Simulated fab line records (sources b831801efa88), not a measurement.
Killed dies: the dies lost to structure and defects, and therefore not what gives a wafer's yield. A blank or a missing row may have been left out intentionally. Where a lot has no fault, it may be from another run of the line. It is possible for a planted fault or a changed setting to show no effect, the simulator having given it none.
Commonality check across tools || flow gf180mcu || Sampled: 12 lots, 42 wafers

REASON FOR OPENING
Flagged at GF_V5_CD_MEAS_14: reading cd nm, on 2 of 12 lots. No-fault wafers: 259.7 nm, standard deviation 1.1.
Rule: a lot is flagged in two cases, either no wafer of it has a number, or all its wafers with numbers fall more than 4 standard deviations from that mean. As for the other lots, they are considered sound.

{"lot": "L934", "measured": "day 27 03:29", "on": "cd sem-02", "cd nm (nm), wafer by wafer": "260.8 260.4 260.2", "flag": ""}
{"lot": "L937", "measured": "day 28 01:19", "on": "cd sem-01", "cd nm (nm), wafer by wafer": "261.6 260.7 260.2", "flag": ""}
{"lot": "L938", "measured": "day 28 06:38", "on": "cd sem-01", "cd nm (nm), wafer by wafer": "260.1 259.3 259.1", "flag": ""}
{"lot": "L941", "measured": "day 29 17:11", "on": "cd sem-02", "cd nm (nm), wafer by wafer": "258.6 259.4 258.8", "flag": ""}
{"lot": "L942", "measured": "day 30 11:13", "on": "cd sem-01", "cd nm (nm), wafer by wafer": "258.3 259.6 259.6", "flag": ""}
{"lot": "L944", "measured": "day 30 14:33", "on": "cd sem-01", "cd nm (nm), wafer by wafer": "257.9 257.9 257.7", "flag": ""}
{"lot": "L943", "measured": "day 30 20:47", "on": "cd sem-01", "cd nm (nm), wafer by wafer": "260.8 261.8 262.4", "flag": ""}
{"lot": "L946", "measured": "day 31 05:33", "on": "cd sem-02", "cd nm (nm), wafer by wafer": "258.9 260.8 259.3", "flag": ""}
{"lot": "L949", "measured": "day 31 15:40", "on": "cd sem-02", "cd nm (nm), wafer by wafer": "272.5 272.3 272.1 272.2 272.5 272.0", "flag": "FLAGGED"}
{"lot": "L951", "measured": "day 32 07:23", "on": "cd sem-02", "cd nm (nm), wafer by wafer": "267.8 268.7 269.6 267.9 269.0 269.3", "flag": "FLAGGED"}
{"lot": "L955", "measured": "day 33 08:40", "on": "cd sem-01", "cd nm (nm), wafer by wafer": "259.1 258.1 258.5", "flag": ""}
{"lot": "L954", "measured": "day 33 09:16", "on": "cd sem-02", "cd nm (nm), wafer by wafer": "259.7 260.1 260.9", "flag": ""}
The numbers of the flagged lots are 270.5 nm on average: +10.8 nm against the usual, or +10 standard deviations.

LOT BY LOT: THE TOOL USED
Before the reading, the record contains 3 process steps out of a 602-step route. Each cell gives the tool, then ch followed by the chambers the sampled wafers passed through, then the start.
{"lot": "L934", "flag": "", "GF_V4_STRIP_18": "plasma asher-03 ch 0,1, day 24 09:43", "GF_MIM_CVD_05": "pecvd-02 ch 1,2, day 24 11:10", "GF_V5_EXPOSE_11": "krf scanner-02 ch 0, day 26 17:48"}
{"lot": "L937", "flag": "", "GF_V4_STRIP_18": "plasma asher-01 ch 0,1, day 25 08:38", "GF_MIM_CVD_05": "pecvd-03 ch 1,2, day 25 10:04", "GF_V5_EXPOSE_11": "krf scanner-02 ch 0, day 27 15:31"}
{"lot": "L938", "flag": "", "GF_V4_STRIP_18": "plasma asher-01 ch 0,1, day 25 14:08", "GF_MIM_CVD_05": "pecvd-02 ch 0,2, day 25 15:34", "GF_V5_EXPOSE_11": "krf scanner-02 ch 0, day 27 20:56"}
{"lot": "L941", "flag": "", "GF_V4_STRIP_18": "plasma asher-01 ch 0,1, day 27 03:02", "GF_MIM_CVD_05": "pecvd-01 ch 0,1,2, day 27 04:30", "GF_V5_EXPOSE_11": "krf scanner-02 ch 0, day 29 08:24"}
{"lot": "L942", "flag": "", "GF_V4_STRIP_18": "plasma asher-01 ch 0,1, day 27 23:01", "GF_MIM_CVD_05": "pecvd-02 ch 0,1,2, day 28 00:27", "GF_V5_EXPOSE_11": "krf scanner-01 ch 0, day 30 02:23"}
{"lot": "L944", "flag": "", "GF_V4_STRIP_18": "plasma asher-01 ch 0, day 28 03:43", "GF_MIM_CVD_05": "pecvd-03 ch 1,2, day 28 05:10", "GF_V5_EXPOSE_11": "krf scanner-01 ch 0, day 30 05:52"}
{"lot": "L943", "flag": "", "GF_V4_STRIP_18": "plasma asher-03 ch 0,1, day 28 08:23", "GF_MIM_CVD_05": "pecvd-02 ch 0,2, day 28 09:52", "GF_V5_EXPOSE_11": "krf scanner-01 ch 0, day 30 11:17"}
{"lot": "L946", "flag": "", "GF_V4_STRIP_18": "plasma asher-01 ch 0,1, day 28 18:28", "GF_MIM_CVD_05": "pecvd-01 ch 0,1,2, day 28 19:55", "GF_V5_EXPOSE_11": "krf scanner-01 ch 0, day 30 20:43"}
{"lot": "L949", "flag": "FLAGGED", "GF_V4_STRIP_18": "plasma asher-01 ch 0,1, day 29 05:58", "GF_MIM_CVD_05": "pecvd-03 ch 0,1, day 29 07:25", "GF_V5_EXPOSE_11": "krf scanner-02 ch 0, day 31 07:23"}
{"lot": "L951", "flag": "FLAGGED", "GF_V4_STRIP_18": "plasma asher-03 ch 0,1, day 29 23:08", "GF_MIM_CVD_05": "pecvd-03 ch 0,2, day 30 00:34", "GF_V5_EXPOSE_11": "krf scanner-02 ch 0, day 31 22:40"}
{"lot": "L955", "flag": "", "GF_V4_STRIP_18": "plasma asher-02 ch 0,1, day 31 02:25", "GF_MIM_CVD_05": "pecvd-02 ch 0,2, day 31 03:49", "GF_V5_EXPOSE_11": "krf scanner-01 ch 0, day 33 00:53"}
{"lot": "L954", "flag": "", "GF_V4_STRIP_18": "plasma asher-03 ch 1, day 31 03:22", "GF_MIM_CVD_05": "pecvd-03 ch 1,2, day 31 04:49", "GF_V5_EXPOSE_11": "krf scanner-01 ch 0, day 33 01:29"}
These steps, and what they do:
- GF_V4_STRIP_18: strips in O2/N2.
- GF_MIM_CVD_05: deposits Si3N4, target thk 42 nm, time 29.086 s.
- GF_V5_EXPOSE_11: exposes mask Via5, target cd 260 nm.
- GF_V5_CD_MEAS_14: target cd 260 nm.

FLAGGED OVER TOTAL, TOOL BY TOOL (the gauges that took the reading come last)
{"step": "GF_V4_STRIP_18", "tool": "plasma asher-01", "lots run": 7, "flagged": 1, "share of the flagged lots": "some", "sound lots run after its first flagged lot": 0}
{"step": "GF_V4_STRIP_18", "tool": "plasma asher-02", "lots run": 1, "flagged": 0, "share of the flagged lots": "none", "sound lots run after its first flagged lot": "-"}
{"step": "GF_V4_STRIP_18", "tool": "plasma asher-03", "lots run": 4, "flagged": 1, "share of the flagged lots": "some", "sound lots run after its first flagged lot": "1 (L954)"}
{"step": "GF_MIM_CVD_05", "tool": "pecvd-01", "lots run": 2, "flagged": 0, "share of the flagged lots": "none", "sound lots run after its first flagged lot": "-"}
{"step": "GF_MIM_CVD_05", "tool": "pecvd-02", "lots run": 5, "flagged": 0, "share of the flagged lots": "none", "sound lots run after its first flagged lot": "-"}
{"step": "GF_MIM_CVD_05", "tool": "pecvd-03", "lots run": 5, "flagged": 2, "share of the flagged lots": "all", "sound lots run after its first flagged lot": "1 (L954)"}
{"step": "GF_V5_EXPOSE_11", "tool": "krf scanner-01", "lots run": 6, "flagged": 0, "share of the flagged lots": "none", "sound lots run after its first flagged lot": "-"}
{"step": "GF_V5_EXPOSE_11", "tool": "krf scanner-02", "lots run": 6, "flagged": 2, "share of the flagged lots": "all", "sound lots run after its first flagged lot": 0}
{"step": "GF_V5_CD_MEAS_14", "tool": "cd sem-01", "lots run": 6, "flagged": 0, "share of the flagged lots": "none", "sound lots run after its first flagged lot": "-"}
{"step": "GF_V5_CD_MEAS_14", "tool": "cd sem-02", "lots run": 6, "flagged": 2, "share of the flagged lots": "all", "sound lots run after its first flagged lot": "1 (L954)"}

WHAT THE TABLE ALLOWS
Rows of the table that ran every flagged lot, 3 in all: pecvd-03 at GF_MIM_CVD_05, krf scanner-02 at GF_V5_EXPOSE_11, cd sem-02 at GF_V5_CD_MEAS_14.
- pecvd-03 at GF_MIM_CVD_05: 2 of its 5 lots flagged. Sound lots followed the first flagged one (L954) on it, something a lasting fault affecting the whole tool could not allow.
- krf scanner-02 at GF_V5_EXPOSE_11: 2 of its 6 lots flagged. Its last sound lot is L941 (day 29 08:24), its first flagged lot L949 (day 31 07:23): a fault that began between those two fits. Its own readings lie more than 4 standard deviations out on every wafer of the flagged lots: exposure dose mJ cm2.
- cd sem-02 at GF_V5_CD_MEAS_14: 2 of its 6 lots flagged. Sound lots followed the first flagged one (L954) on it, something a lasting fault affecting the whole tool could not allow.
Left over: one tool, krf scanner-02 at GF_V5_EXPOSE_11.

WHAT HAD BEEN PUT IN BY THE SIMULATOR
Drift in process parameters on krf scanner-02 at GF_V5_EXPOSE_11, starting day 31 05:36. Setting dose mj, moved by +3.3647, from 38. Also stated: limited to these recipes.
Struck lots among those shown: L949, L951. The rule given above showed the same thing.
